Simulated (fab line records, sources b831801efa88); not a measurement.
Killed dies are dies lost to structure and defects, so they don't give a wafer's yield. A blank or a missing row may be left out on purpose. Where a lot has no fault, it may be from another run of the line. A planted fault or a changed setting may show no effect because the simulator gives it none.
fab line records + flow sky130
[record]
- lots = 5
- wafers = 15
- last_day = 50
route steps=708 shown VIA2@524 METAL3@532 CAPM@537 PAD_OPEN@708
lots that met no fault: from a run of the same line without faults
start_h: hours from the record's opening day to when the first of the lot's shown wafers began + wait_h: hours elapsed since this lot's preceding step + " identical to the entry in the row above + L1.1+2: a single row standing in for several wafers + - no value present, or no start provided + * or withheld: withheld + < > ~ a bound
route shown NAME@n: a module of which the file shows steps, and the number in the route of the first + usual: the fault-free wafers' mean and standard deviation + same: alike in all rows + chamber/n: place in a boat + sites: readings site by site + _std_site: the values' standard deviation + _edge_site: mean of outer sites minus mean of inner sites + radius_mm: how far each site lies from the wafer's centre + mask NAME#n: copy n + behind: the most recent tool/chamber to have shaped the wafer + hold: why the lot was held/for how many hours/how that ended + device: whichever transistor did not switch (one of n, p or np) + end of line: the same wafers' tests at the end of the route + where a step has no rows: the recipe by itself + killed: the dies lost at the first sort to structure and to defects; this is not the yield of the wafer + map: per-die view of a wafer (x killed, . not killed, _ where there is no die)
set.NAME: setting as actually run; set.NAME@STEP: the setting as run at that earlier step + model.NAME: the simulator's own value behind a step, which no gauge read
lots at selected steps of the route; one table per step, one row per wafer
services: the hour from which a tool's chamber was out of use, counted from the record's first day as start_h (under 0 if before that day), plus the number of hours and why
[[steps]]
[step SKY_VIA2_STRIP_17]
[recipe]
- chemistry = post_etch_residue_remover
- time_s = 1200
- temp_c = 72.5
[step SKY_VIA2_CLEAN_18]
[recipe]
- chemistry = IPA
- time_s = 180
- temp_c = 25
[step SKY_VIA2_CLEAN_19]
[recipe]
- chemistry = O3/DIW
- dry = n2_spin
[step SKY_VIA2_SPUTTER_20]
[recipe]
- material = TiN
- target_thk_nm = 20
- chamber_pressure_pa = 5
- power_w = 4000
- time_s = 80
[step SKY_VIA2_CVD_21]
[recipe]
- material = W
- target_thk_nm = 420
- time_s = 126.4
- temp_c = 400
- pressure_torr = 40
[usual]
- chamber_pressure_Torr = 40.01/0.082
- heater_power_w = 772/78
| lot.wafer | tool     | chamber | start_h | wait_h | chamber_pressure_Torr | heater_power_w |
|-----------|----------|---------|---------|--------|-----------------------|----------------|
| L892.2    | cvd_w-02 | 1       | 873.28  | 0.0    | 39.93                 | 848            |
| L892.3    | "        | 1       | "       | "      | 39.76                 | 823            |
| L892.6    | "        | 0       | "       | "      | 39.95                 | 800            |
| L896.2    | cvd_w-01 | 0       | 896.93  | 0.1    | 39.93                 | 705            |
| L896.4    | "        | 0       | "       | "      | 39.96                 | 704            |
| L896.6    | "        | 0       | "       | "      | 39.91                 | 697            |
| L898.3    | cvd_w-01 | 1       | 913.99  | 0.1    | 40.12                 | 961            |
| L898.4    | "        | 0       | "       | "      | 39.95                 | 693            |
| L898.5    | "        | 0       | "       | "      | 40.05                 | 707            |
| L904.1    | cvd_w-02 | 0       | 970.96  | 0.0    | 39.91                 | 744            |
| L904.3    | "        | 0       | "       | "      | 39.91                 | 743            |
| L904.5    | "        | 1       | "       | "      | 40.03                 | 746            |
| L911.4    | cvd_w-02 | 0       | 1000.72 | 0.1    | 40.09                 | 737            |
| L911.5    | "        | 1       | "       | "      | 40.04                 | 743            |
| L911.6    | "        | 0       | "       | "      | 40.03                 | 743            |
[step SKY_VIA2_RS_MEAS_22]
[recipe]
- thk_meas_gauge = four-point-probe
- reads = W_of_VIA2_CVD_21+TiN_of_VIA2_SPUTTER_20
[usual]
- VIA2_W_RS = 0.273/0.0057
| lot.wafer | tool          | chamber | start_h | wait_h | VIA2_W_RS[ohm/sq] |
|-----------|---------------|---------|---------|--------|-------------------|
| L892.2    | film_metro-04 | -       | 873.43  | 0.1    | 0.274             |
| L892.3    | "             | -       | "       | "      | 0.275             |
| L892.6    | "             | -       | "       | "      | 0.277             |
| L896.2    | film_metro-01 | -       | 897.16  | 0.2    | 0.267             |
| L896.4    | "             | -       | "       | "      | 0.267             |
| L896.6    | "             | -       | "       | "      | 0.270             |
| L898.3    | film_metro-02 | -       | 914.11  | 0.1    | 0.269             |
| L898.4    | "             | -       | "       | "      | 0.269             |
| L898.5    | "             | -       | "       | "      | 0.269             |
| L904.1    | film_metro-01 | -       | 971.09  | 0.1    | 0.278             |
| L904.3    | "             | -       | "       | "      | 0.282             |
| L904.5    | "             | -       | "       | "      | 0.281             |
| L911.4    | film_metro-04 | -       | 1000.87 | 0.1    | 0.278             |
| L911.5    | "             | -       | "       | "      | 0.278             |
| L911.6    | "             | -       | "       | "      | 0.275             |
[step SKY_VIA2_THK_MEAS_23]
[recipe]
- thk_meas_gauge = xrf
- reads = W_of_VIA2_CVD_21
[usual]
- VIA2_W_THK = 406/9.3
| lot.wafer | tool          | chamber | start_h | wait_h | VIA2_W_THK[nm] |
|-----------|---------------|---------|---------|--------|----------------|
| L892.2    | film_metro-04 | -       | 873.54  | 0.1    | 399            |
| L892.3    | "             | -       | "       | "      | 401            |
| L892.6    | "             | -       | "       | "      | 396            |
| L896.2    | film_metro-01 | -       | 897.27  | 0.1    | 419            |
| L896.4    | "             | -       | "       | "      | 415            |
| L896.6    | "             | -       | "       | "      | 414            |
| L898.3    | film_metro-02 | -       | 914.21  | 0.1    | 415            |
| L898.4    | "             | -       | "       | "      | 409            |
| L898.5    | "             | -       | "       | "      | 414            |
| L904.1    | film_metro-01 | -       | 971.21  | 0.1    | 408            |
| L904.3    | "             | -       | "       | "      | 404            |
| L904.5    | "             | -       | "       | "      | 404            |
| L911.4    | film_metro-04 | -       | 1000.96 | 0.1    | 397            |
| L911.5    | "             | -       | "       | "      | 398            |
| L911.6    | "             | -       | "       | "      | 401            |
[step SKY_VIA2_CMP_24]
[recipe]
- stop_on = SiO2
- t_overpolish_s = 20
- down_force_psi = 3.5
- platen_rpm = 60
- target_thk_nm = 0
- pad_velocity_m_s = 0.94248
[usual]
- motor_current_A = 11.3/1.2
- overpolish_run_s = 20.000/0.009
- retaining_ring_pressure_frac = 1.000/0.0044
- time_to_endpoint_s = 103/4.1
| lot.wafer | tool   | chamber | start_h | wait_h | motor_current_A | overpolish_run_s | retaining_ring_pressure_frac | time_to_endpoint_s |
|-----------|--------|---------|---------|--------|-----------------|------------------|------------------------------|--------------------|
| L892.2    | cmp-01 | 2       | 873.69  | 0.1    | 10.7            | 20.001           | 1.010                        | 108                |
| L892.3    | "      | 3       | "       | "      | 13.6            | 20.017           | 0.994                        | 104                |
| L892.6    | "      | 0       | "       | "      | 11.2            | 20.001           | 1.008                        | 103                |
| L896.4    | cmp-02 | 3       | 897.32  | 0.0    | 11.8            | 20.015           | 0.998                        | 100                |
| L896.2    | "      | 0       | "       | "      | 9.4             | 20.000           | 0.992                        | 106                |
| L896.6    | "      | 0       | "       | "      | 9.4             | 20.006           | 0.998                        | 107                |
| L898.4    | cmp-01 | 0       | 914.30  | 0.1    | 11.8            | 19.992           | 1.004                        | 104                |
| L898.3    | "      | 1       | "       | "      | 10.9            | 20.000           | 0.998                        | 100                |
| L898.5    | "      | 3       | "       | "      | 13.5            | 20.012           | 1.004                        | 104                |
| L904.1    | cmp-02 | 3       | 971.32  | 0.1    | 12.3            | 20.007           | 0.999                        | 102                |
| L904.3    | "      | 0       | "       | "      | 9.3             | 19.976           | 0.992                        | 111                |
| L904.5    | "      | 2       | "       | "      | 10.9            | 19.997           | 0.994                        | 102                |
| L911.4    | cmp-02 | 1       | 1001.19 | 0.2    | 11.3            | 19.994           | 1.001                        | 98                 |
| L911.5    | "      | 3       | "       | "      | 11.5            | 19.997           | 1.003                        | 96                 |
| L911.6    | "      | 0       | "       | "      | 9.5             | 19.988           | 0.999                        | 104                |
[step SKY_METAL3_SPUTTER_00]
[recipe]
- material = Ti
- target_thk_nm = 15
- power_w = 3000
- time_s = 10
- chamber_pressure_pa = 0.4
[step SKY_METAL3_SPUTTER_01]
[recipe]
- material = TiN
- target_thk_nm = 20
- power_w = 6500
- time_s = 16.7
- chamber_pressure_pa = 0.4
[usual]
- throttle_valve_pct = 30.2/1.2
| lot.wafer | tool           | chamber | start_h | wait_h | throttle_valve_pct |
|-----------|----------------|---------|---------|--------|--------------------|
| L892.2    | pvd_sputter-01 | -       | 873.91  | 0.0    | 29.7               |
| L892.3    | "              | -       | "       | "      | 31.3               |
| L892.6    | "              | -       | "       | "      | 29.7               |
| L896.2    | pvd_sputter-03 | -       | 897.65  | 0.0    | 29.8               |
| L896.4    | "              | -       | "       | "      | 30.1               |
| L896.6    | "              | -       | "       | "      | 29.9               |
| L898.3    | pvd_sputter-03 | -       | 914.58  | 0.0    | 29.9               |
| L898.4    | "              | -       | "       | "      | 29.8               |
| L898.5    | "              | -       | "       | "      | 32.6               |
| L904.1    | pvd_sputter-01 | -       | 971.59  | 0.0    | 31.6               |
| L904.3    | "              | -       | "       | "      | 30.4               |
| L904.5    | "              | -       | "       | "      | 30.6               |
| L911.4    | pvd_sputter-02 | -       | 1001.41 | 0.0    | 30.9               |
| L911.5    | "              | -       | "       | "      | 28.3               |
| L911.6    | "              | -       | "       | "      | 29.2               |
[step SKY_METAL3_SPUTTER_02]
[recipe]
- material = AlCu
- target_thk_nm = 735
- power_w = 10600
- time_s = 39.1
- chamber_pressure_pa = 0.4173
[step SKY_METAL3_SPUTTER_03]
[recipe]
- material = Ti
- target_thk_nm = 5
- power_w = 3000
- time_s = 3.3
- chamber_pressure_pa = 0.4
[usual]
- throttle_valve_pct = 30.2/1.2
| lot.wafer | tool           | chamber | start_h | wait_h | throttle_valve_pct |
|-----------|----------------|---------|---------|--------|--------------------|
| L892.2    | pvd_sputter-01 | -       | 873.97  | 0.0    | 29.8               |
| L892.3    | "              | -       | "       | "      | 31.5               |
| L892.6    | "              | -       | "       | "      | 29.6               |
| L896.2    | pvd_sputter-03 | -       | 897.71  | 0.0    | 29.9               |
| L896.4    | "              | -       | "       | "      | 29.7               |
| L896.6    | "              | -       | "       | "      | 29.9               |
| L898.3    | pvd_sputter-03 | -       | 914.64  | 0.0    | 29.8               |
| L898.4    | "              | -       | "       | "      | 29.9               |
| L898.5    | "              | -       | "       | "      | 32.7               |
| L904.1    | pvd_sputter-01 | -       | 971.65  | 0.0    | 31.7               |
| L904.3    | "              | -       | "       | "      | 30.6               |
| L904.5    | "              | -       | "       | "      | 30.4               |
| L911.4    | pvd_sputter-02 | -       | 1001.48 | 0.0    | 30.9               |
| L911.5    | "              | -       | "       | "      | 28.5               |
| L911.6    | "              | -       | "       | "      | 29.2               |
[step SKY_METAL3_SPUTTER_04]
[recipe]
- material = TiN
- target_thk_nm = 70
- power_w = 6500
- time_s = 58.3
- chamber_pressure_pa = 0.4
[usual]
- throttle_valve_pct = 30.2/1.2
| lot.wafer | tool           | chamber | start_h | wait_h | throttle_valve_pct | model.TiN_of_METAL3_SPUTTER_04.thk_nm |
|-----------|----------------|---------|---------|--------|--------------------|---------------------------------------|
| L892.2    | pvd_sputter-01 | -       | 873.99  | 0.0    | 29.7               | 69.8                                  |
| L892.3    | "              | -       | "       | "      | 31.7               | 69.18                                 |
| L892.6    | "              | -       | "       | "      | 29.6               | 69.58                                 |
| L896.2    | pvd_sputter-03 | -       | 897.73  | 0.0    | 30.1               | 70.87                                 |
| L896.4    | "              | -       | "       | "      | 30.0               | 69.29                                 |
| L896.6    | "              | -       | "       | "      | 30.0               | 69.05                                 |
| L898.3    | pvd_sputter-03 | -       | 914.66  | 0.0    | 29.9               | 69.77                                 |
| L898.4    | "              | -       | "       | "      | 30.1               | 71.44                                 |
| L898.5    | "              | -       | "       | "      | 32.7               | 68.42                                 |
| L904.1    | pvd_sputter-01 | -       | 971.67  | 0.0    | 31.3               | 106.2                                 |
| L904.3    | "              | -       | "       | "      | 30.4               | 104.9                                 |
| L904.5    | "              | -       | "       | "      | 30.6               | 68.87                                 |
| L911.4    | pvd_sputter-02 | -       | 1001.49 | 0.0    | 30.5               | 70.07                                 |
| L911.5    | "              | -       | "       | "      | 28.7               | 70.39                                 |
| L911.6    | "              | -       | "       | "      | 29.2               | 69.49                                 |
[step SKY_CAPM_CVD_00]
[recipe]
- material = SiO2
- target_thk_nm = 15.5
- temp_c = 400
- time_s = withheld
- rf_w = 450
[usual]
- heater_power_w = 725/93
| lot.wafer | tool     | chamber | start_h | wait_h | heater_power_w |
|-----------|----------|---------|---------|--------|----------------|
| L892.2    | pecvd-02 | 0       | 874.04  | 0.0    | 736            |
| L892.3    | "        | 2       | "       | "      | 749            |
| L892.6    | "        | 2       | "       | "      | 736            |
| L896.2    | pecvd-04 | 0       | 897.78  | 0.0    | 681            |
| L896.4    | "        | 1       | "       | "      | 555            |
| L896.6    | "        | 2       | "       | "      | 677            |
| L898.3    | pecvd-02 | 2       | 914.71  | 0.0    | 831            |
| L898.4    | "        | 2       | "       | "      | 863            |
| L898.5    | "        | 1       | "       | "      | 693            |
| L904.1    | pecvd-03 | 2       | 971.72  | 0.0    | 895            |
| L904.3    | "        | 1       | "       | "      | 755            |
| L904.5    | "        | 2       | "       | "      | 887            |
| L911.4    | pecvd-03 | 0       | 1001.55 | 0.0    | 644            |
| L911.5    | "        | 2       | "       | "      | 824            |
| L911.6    | "        | 0       | "       | "      | 653            |
[step SKY_PAD_OPEN_PROBE_99]
[usual]
- defect_limited_yield = 82.3/1.7
- killed_at_M0_to_M3 = 43/6.8
- killed_at_M4_up = 3.3/1.8
- killed_at_contacts = 25/5.9
- killed_at_front_end = 16/4.2
- killed_at_other = 0.3/0.69
- killed_dies = 87/8.6
- killed_open = 48/6.3
- killed_short = 39/5.3
- sort_bin_3_pad_short = 0.9/0.38
- sort_bin_5_function = 10.5/1.4
- sort_bin_6_memory = 6.4/1.1
- sort_n_pass = 405/8.6
- sort_yield_pct = 82.3/1.7
[same]
- gross_dies = 492
- killed_at_back_side = 0
- sort_bin_4_leakage[%] = 0
- sort_bin_8_speed[%] = 0
| lot.wafer | tool      | chamber | start_h | wait_h | defect_limited_yield[%] | killed_at_M0_to_M3 | killed_at_M4_up | killed_at_contacts | killed_at_front_end | killed_at_other | killed_dies | killed_open | killed_short | sort_bin_3_pad_short[%] | sort_bin_5_function[%] | sort_bin_6_memory[%] | sort_n_pass | sort_yield_pct[%] | model.etest.via3_chain.rc_ohm |
|-----------|-----------|---------|---------|--------|-------------------------|--------------------|-----------------|--------------------|---------------------|-----------------|-------------|-------------|--------------|-------------------------|------------------------|----------------------|-------------|-------------------|-------------------------------|
| L892.2    | prober-01 | -       | 1095.49 | 0.1    | 82.1                    | 52                 | 1               | 19                 | 16                  | 0               | 88          | 52          | 36           | 1.0                     | 11.8                   | 5.1                  | 404         | 82.1              | 10.07                         |
| L892.3    | prober-01 | -       | 1095.54 | 0.2    | 80.7                    | 49                 | 4               | 30                 | 12                  | 0               | 95          | 53          | 42           | 0.6                     | 11.2                   | 7.5                  | 397         | 80.7              | 9.537                         |
| L892.6    | prober-01 | -       | 1095.69 | 0.2    | 83.5                    | 41                 | 0               | 26                 | 14                  | 0               | 81          | 47          | 34           | 1.2                     | 9.3                    | 5.9                  | 411         | 83.5              | 9.323                         |
| L896.2    | prober-02 | -       | 1116.75 | 0.1    | 83.7                    | 45                 | 5               | 12                 | 17                  | 1               | 80          | 41          | 38           | 1.2                     | 8.9                    | 6.1                  | 412         | 83.7              | 9.841                         |
| L896.4    | prober-02 | -       | 1116.85 | 0.2    | 81.7                    | 42                 | 6               | 20                 | 21                  | 1               | 90          | 47          | 43           | 0.8                     | 10.8                   | 6.7                  | 402         | 81.7              | 9.446                         |
| L896.6    | prober-02 | -       | 1116.95 | 0.2    | 82.7                    | 45                 | 4               | 21                 | 14                  | 1               | 85          | 45          | 39           | 1.2                     | 9.1                    | 6.9                  | 407         | 82.7              | 9.251                         |
| L898.3    | prober-02 | -       | 1124.64 | 0.2    | 81.1                    | 44                 | 1               | 29                 | 19                  | 0               | 93          | 56          | 37           | 0.6                     | 10.2                   | 8.1                  | 399         | 81.1              | 9.328                         |
| L898.4    | prober-02 | -       | 1124.69 | 0.2    | 81.3                    | 42                 | 6               | 28                 | 16                  | 0               | 92          | 52          | 40           | 1.4                     | 10.8                   | 6.5                  | 400         | 81.3              | 9.9                           |
| L898.5    | prober-02 | -       | 1124.74 | 0.2    | 80.7                    | 41                 | 4               | 34                 | 13                  | 3               | 95          | 52          | 41           | 1.6                     | 10.4                   | 7.3                  | 397         | 80.7              | 9.349                         |
| L904.1    | prober-01 | -       | 1170.54 | 0.1    | 82.3                    | 44                 | 2               | 26                 | 15                  | 0               | 87          | 43          | 44           | 0.8                     | 10.8                   | 6.1                  | 405         | 82.3              | 10.03                         |
| L904.3    | prober-01 | -       | 1170.64 | 0.2    | 82.3                    | 37                 | 4               | 34                 | 12                  | 0               | 87          | 45          | 42           | 0.4                     | 10.6                   | 6.7                  | 405         | 82.3              | 9.807                         |
| L904.5    | prober-01 | -       | 1170.74 | 0.2    | 82.1                    | 38                 | 4               | 33                 | 12                  | 1               | 88          | 39          | 49           | 1.0                     | 10.2                   | 6.7                  | 404         | 82.1              | 10.02                         |
| L911.4    | prober-02 | -       | 1192.09 | 0.2    | 83.5                    | 29                 | 4               | 35                 | 13                  | 0               | 81          | 43          | 37           | 0.4                     | 10.4                   | 5.7                  | 411         | 83.5              | 9.39                          |
| L911.5    | prober-02 | -       | 1192.14 | 0.2    | 86.2                    | 28                 | 3               | 23                 | 14                  | 0               | 68          | 32          | 35           | 0.4                     | 7.7                    | 5.7                  | 424         | 86.2              | 9.624                         |
| L911.6    | prober-02 | -       | 1192.19 | 0.2    | 80.9                    | 47                 | 5               | 20                 | 22                  | 0               | 94          | 42          | 52           | 1.0                     | 11.8                   | 6.3                  | 398         | 80.9              | 8.818                         |
// killed by level:class
L892.2 VIA1:geometric_particle:open=12 METAL1:geometric_particle:short=10 VIA3:geometric_particle:open=9 VIA2:geometric_particle:open=8 LOCAL_INTERCONNECT:geometric_particle:short=6 METAL2:geometric_particle:short=6 LI_CONTACT:geometric_particle:open=5 POLY_GATE:geometric_particle:open=5
L892.3 LI_CONTACT:geometric_particle:open=11 VIA2:geometric_particle:open=9 VIA3:geometric_particle:open=9 LOCAL_INTERCONNECT:geometric_particle:short=8 METAL1:geometric_particle:short=8 VIA1:geometric_particle:open=7 CONTACT:geometric_particle:open=7 POLY_GATE:geometric_particle:short=6
L892.6 CONTACT:geometric_particle:open=10 VIA1:geometric_particle:open=7 LI_CONTACT:geometric_particle:open=7 VIA3:geometric_particle:open=7 METAL2:geometric_particle:short=6 LOCAL_INTERCONNECT:geometric_particle:short=5 POLY_GATE:geometric_particle:open=4 METAL1:geometric_particle:short=4
L896.2 VIA1:geometric_particle:open=12 VIA3:geometric_particle:open=8 POLY_GATE:geometric_particle:short=6 CONTACT:geometric_particle:open=6 VIA2:geometric_particle:short=6 VIA1:geometric_particle:short=5 FIELD_ISO:geometric_particle:short=4 FIELD_ISO:geometric_particle:open=4
L896.4 VIA1:geometric_particle:open=11 VIA3:geometric_particle:open=9 FIELD_ISO:geometric_particle:open=6 CONTACT:geometric_particle:open=6 VIA1:geometric_particle:short=6 POLY_GATE:geometric_particle:short=5 SPACER:geometric_particle:short=4 LOCAL_INTERCONNECT:geometric_particle:short=4
L896.6 VIA1:geometric_particle:open=10 VIA2:geometric_particle:open=9 CONTACT:geometric_particle:open=7 VIA3:geometric_particle:open=6 FIELD_ISO:geometric_particle:short=5 LOCAL_INTERCONNECT:geometric_particle:short=5 METAL3:geometric_particle:short=5 LI_CONTACT:geometric_particle:open=4
L898.3 CONTACT:geometric_particle:open=15 VIA2:geometric_particle:open=12 VIA1:geometric_particle:open=10 VIA1:geometric_particle:short=6 POLY_GATE:geometric_particle:open=6 METAL2:geometric_particle:short=6 LI_CONTACT:geometric_particle:open=5 FIELD_ISO:geometric_particle:short=4
L898.4 CONTACT:geometric_particle:open=12 VIA2:geometric_particle:open=12 VIA1:geometric_particle:open=10 LI_CONTACT:geometric_particle:open=8 METAL1:geometric_particle:short=6 METAL4:geometric_particle:short=6 POLY_GATE:geometric_particle:short=5 POLY_GATE:geometric_particle:open=4
L898.5 VIA1:geometric_particle:open=14 CONTACT:geometric_particle:open=12 LI_CONTACT:geometric_particle:open=10 CONTACT:geometric_particle:short=10 VIA2:geometric_particle:open=7 VIA3:geometric_particle:short=5 VIA1:geometric_particle:short=4 METAL4:geometric_particle:short=4
L904.1 VIA1:geometric_particle:open=11 CONTACT:geometric_particle:open=8 LI_CONTACT:geometric_particle:open=6 VIA2:geometric_particle:open=6 LOCAL_INTERCONNECT:geometric_particle:short=5 VIA1:geometric_particle:short=5 POLY_GATE:geometric_particle:short=4 METAL1:geometric_particle:short=4
L904.3 LI_CONTACT:geometric_particle:open=9 VIA1:geometric_particle:open=9 LOCAL_INTERCONNECT:geometric_particle:short=8 CONTACT:geometric_particle:open=8 VIA3:geometric_particle:open=6 VIA1:geometric_particle:short=5 METAL3:geometric_particle:short=5 POLY_GATE:geometric_particle:open=4
L904.5 CONTACT:geometric_particle:open=10 VIA1:geometric_particle:open=10 LOCAL_INTERCONNECT:geometric_particle:short=9 LI_CONTACT:geometric_particle:open=7 METAL2:geometric_particle:short=7 METAL1:geometric_particle:short=6 CONTACT:geometric_particle:short=5 VIA1:geometric_particle:short=4
L911.4 LI_CONTACT:geometric_particle:open=12 CONTACT:geometric_particle:open=10 CONTACT:geometric_particle:short=6 VIA1:geometric_particle:open=6 METAL1:geometric_particle:short=5 FIELD_ISO:geometric_particle:short=3 LOCAL_INTERCONNECT:geometric_particle:short=3 VIA2:geometric_particle:short=3
L911.5 CONTACT:geometric_particle:open=8 CONTACT:geometric_particle:short=7 POLY_GATE:geometric_particle:short=5 VIA2:geometric_particle:open=5 LI_CONTACT:geometric_particle:open=5 METAL1:geometric_particle:short=5 VIA3:geometric_particle:open=5 METAL2:geometric_particle:short=4
L911.6 METAL2:geometric_particle:short=9 VIA1:geometric_particle:open=8 LOCAL_INTERCONNECT:geometric_particle:short=7 CONTACT:geometric_particle:open=7 FIELD_ISO:geometric_particle:short=6 POLY_GATE:geometric_particle:short=6 VIA3:geometric_particle:open=6 POLY_GATE:geometric_particle:open=5
[[services]]
| tool           | chamber | start_h | hours | kind                   |
|----------------|---------|---------|-------|------------------------|
| cmp-01         | -       | 856.61  | 1.4   | repair                 |
| pvd_sputter-03 | 1       | 868.73  | -     | consumable_replace:kit |
| pvd_sputter-03 | 1       | 868.73  | 18.0  | scheduled_down         |
| pvd_sputter-03 | 1       | 868.73  | 18.0  | vent_cycle             |
| cmp-02         | -       | 869.71  | 2.1   | repair                 |
| pecvd-03       | -       | 881.30  | 2.8   | pm                     |
| cvd_w-01       | 0       | 887.15  | 1.5   | repair                 |
| pecvd-03       | -       | 896.79  | 0.3   | repair                 |
| cmp-02         | -       | 903.90  | 2.7   | pm                     |
| cvd_w-02       | -       | 904.00  | 14.0  | pm                     |
| cvd_w-02       | 0       | 904.00  | 14.0  | vent_cycle             |
| pvd_sputter-03 | -       | 905.08  | 4.4   | repair                 |
| cmp-02         | -       | 912.08  | 4.0   | pm                     |
| pvd_sputter-03 | -       | 922.13  | 2.1   | repair                 |
| pvd_sputter-01 | 1       | 923.52  | -     | consumable_replace:kit |
| pvd_sputter-01 | 1       | 923.52  | 18.0  | scheduled_down         |
| pvd_sputter-01 | 1       | 923.52  | 18.0  | vent_cycle             |
| cmp-01         | -       | 932.88  | 4.0   | pm                     |
| pecvd-03       | -       | 933.38  | 6.0   | pm                     |
| cvd_w-02       | -       | 960.49  | 0.5   | repair                 |
| cmp-01         | -       | 978.46  | 0.8   | repair                 |
| pvd_sputter-03 | 0       | 986.33  | -     | consumable_replace:kit |
| pvd_sputter-03 | 0       | 986.33  | 18.0  | scheduled_down         |
| pvd_sputter-03 | 0       | 986.33  | 18.0  | vent_cycle             |
[[key]]
first_sign none at tools or gauges
[model_effect]
- step = SKY_METAL3_SPUTTER_04
- value = TiN_of_METAL3_SPUTTER_04.thk_nm
- without = 69.39
- struck = 105.5
[model_effect]
- step = SKY_PAD_OPEN_PROBE_99
- value = etest.via3_chain.rc_ohm
- without = 8.967
- struck = 9.918
met_at SKY_METAL3_SPUTTER_04
struck_wafers L904.1,L904.3
onset_between 873.99 971.67
[fault]
- kind = process_parameter_drift
- tool = pvd_sputter-01
- chamber = -
- onset_h = 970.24
- steps = SKY_METAL3_SPUTTER_04
- channel = target_thk_nm
- offset = 36.155
- shape = step
- end_h = 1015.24
- scope = struck_wafers_only
- acts_in = these_recipes_only
- stated = 70
